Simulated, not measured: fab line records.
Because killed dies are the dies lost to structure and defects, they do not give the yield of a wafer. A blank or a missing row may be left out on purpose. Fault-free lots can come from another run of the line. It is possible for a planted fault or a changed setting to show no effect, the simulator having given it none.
A lot that was struck, set against a sound lot    flow sfq_line    18 out of 325 route steps
Sound: the wafers L201.1, L201.2, L201.4. Struck: wafer L213.3. (L213.2 of the same lot was not struck and is left out.) The cause comes at the end.
At each step with rows: each side's tool, then ch and its chambers, then its first start. Under that, the readings that differ: sound wafers    struck wafers    difference of the means    sigmas: that difference in standard deviations of wafers without a fault.
alike: words and numbers the same on both sides, and readings whose means are apart by under 2 such deviations; not compared: readings that were withheld, readings missing a value for some wafer, numbers with overlapping values and no deviation given by the record, and bounds like >300 which may hide the same value.
A row with sigmas, a row that says differs or no value, or rows on one side alone: a step with any of these is where the two part. Numbers that don't overlap but have no deviation are shown without sigmas and don't part them. Lack of a reading on every wafer of one side parts them only where that side has two or more wafers.

SFQ_TRILAYER_M3_BARC_OPEN_METAL_ETCH_100: etches BARC in O2, target depth 125 nm, time 41.7 s.
  sound on rie_metal-04 ch 0,1, day 31 04:35; struck on rie_metal-04 ch 1, day 34 05:20
  alike: bias_w, drypump_motor_current_A, oes_product_au
  not compared: rf_hours_counter_h
then, 1 step without rows for these wafers: SFQ_TRILAYER_M3_ETCH_METAL_ETCH_078 (etches Nb in Cl2/Ar, stops on SiO2, target depth 240 nm, time 120 s).
SFQ_TRILAYER_M3_STRIP_STRIP_079: strips in O2.
  sound on rie_metal-04 ch 0,1, day 31 04:46; struck on rie_metal-04 ch 1, day 34 05:31
reading                sound              struck  difference  sigmas
oes_product_au (a.u.)  0.991 1.016 0.994  1.030   +0.030      +3
  alike: drypump_motor_current_A
  not compared: rf_hours_counter_h
then, 1 step without rows for these wafers: SFQ_TRILAYER_M3_STRIP_SOLV_CLEAN_080 (cleans in NMP, time 600 s).
SFQ_TRILAYER_I3_DEP_PECVD_081: deposits SiO2 from SiH4/N2O, time 111.11 s, target thk 500 nm.
  sound on pecvd-02 ch 0,1, day 31 05:33; struck on pecvd-02 ch 2, day 34 06:18
reading             sound     struck  difference  sigmas
heater_power_w (W)  74 47 51  100     +43         +3
  alike: throttle_valve_pct
SFQ_TRILAYER_I3_CMP_CMP_082: polishes SiO2.
  sound on cmp-02 ch 0,1,2, day 32 07:24; struck on cmp-02 ch 1, day 36 00:50
  alike: motor_current_A, time_to_endpoint_s
SFQ_I3_BOW_MEAS_922:
  sound on film_metro-03 at day 32 10:24; struck on film_metro-03 at day 36 02:22
reading      sound      struck  difference  sigmas
I3_BOW (um)  -8 -10 -1  12      +18         +2
SFQ_TRILAYER_I3_METRO_MEASURE_083:
  sound on film_metro-03 at day 32 10:31; struck on film_metro-03 at day 36 02:40
  alike: thk_nm
then, 4 steps without rows for these wafers: SFQ_TRILAYER_I3_VIA_LITHO_COAT_090 (resist thk 62 nm); SFQ_TRILAYER_I3_VIA_LITHO_COAT_085 (resist thk 650 nm); SFQ_TRILAYER_I3_VIA_LITHO_SOFTBAKE_089; SFQ_TRILAYER_I3_VIA_LITHO_EXPOSE_086 (exposes mask I3, target cd 500 nm).
SFQ_TRILAYER_I3_VIA_LITHO_PEB_088: peb time 60 s.
  sound on litho_track-03 ch 0, day 34 13:24; struck on litho_track-04 ch 0, day 37 18:44
  alike: heater_power_total_W
then, 1 step without rows for these wafers: SFQ_TRILAYER_I3_VIA_LITHO_DEVELOP_087 (time 60 s).
SFQ_I3_OVL_MEAS_923:
  sound on overlay-02 at day 34 13:42; struck on overlay-01 at day 37 19:01
  alike: I3_OVL
SFQ_TRILAYER_I3_VIA_BARC_OPEN_VIA_ETCH_121: etches BARC in O2, target depth 125 nm, time 41.7 s.
  sound on rie_diel-03 ch 1,2,3, day 34 13:44; struck on rie_diel-02 ch 0, day 37 19:03
reading              sound            struck  difference  sigmas
model.I3.cd_nm (nm)  498.3 500.1 499  529.1   +30.0       
  alike: bias_w, drypump_motor_current_A, oes_product_au
  not compared: rf_hours_counter_h
SFQ_TRILAYER_I3_VIA_ETCH_VIA_ETCH_088: etches SiO2 in CHF3, stops on Nb, target depth 260 nm.
  sound on rie_diel-03 ch 1,2,3, day 34 13:47; struck on rie_diel-02 ch 0, day 37 19:05
reading              sound              struck  difference  sigmas
model.I3.cd_nm (nm)  493.7 500.2 502.1  527.5   +28.8       
  alike: bias_w, drypump_motor_current_A, oes_product_au
then, 1 step without rows for these wafers: SFQ_TRILAYER_I3_VIA_STRIP_STRIP_089 (strips in O2).

== WHERE THEY PART ==
Earliest at SFQ_TRILAYER_M3_STRIP_STRIP_079; latest, in this record, at SFQ_I3_BOW_MEAS_922. Later steps at which nothing parts them and some readings are alike: SFQ_TRILAYER_I3_METRO_MEASURE_083, SFQ_TRILAYER_I3_VIA_LITHO_PEB_088, SFQ_I3_OVL_MEAS_923, SFQ_TRILAYER_I3_VIA_BARC_OPEN_VIA_ETCH_121, SFQ_TRILAYER_I3_VIA_ETCH_VIA_ETCH_088.

WHY: what had been put in by the simulator
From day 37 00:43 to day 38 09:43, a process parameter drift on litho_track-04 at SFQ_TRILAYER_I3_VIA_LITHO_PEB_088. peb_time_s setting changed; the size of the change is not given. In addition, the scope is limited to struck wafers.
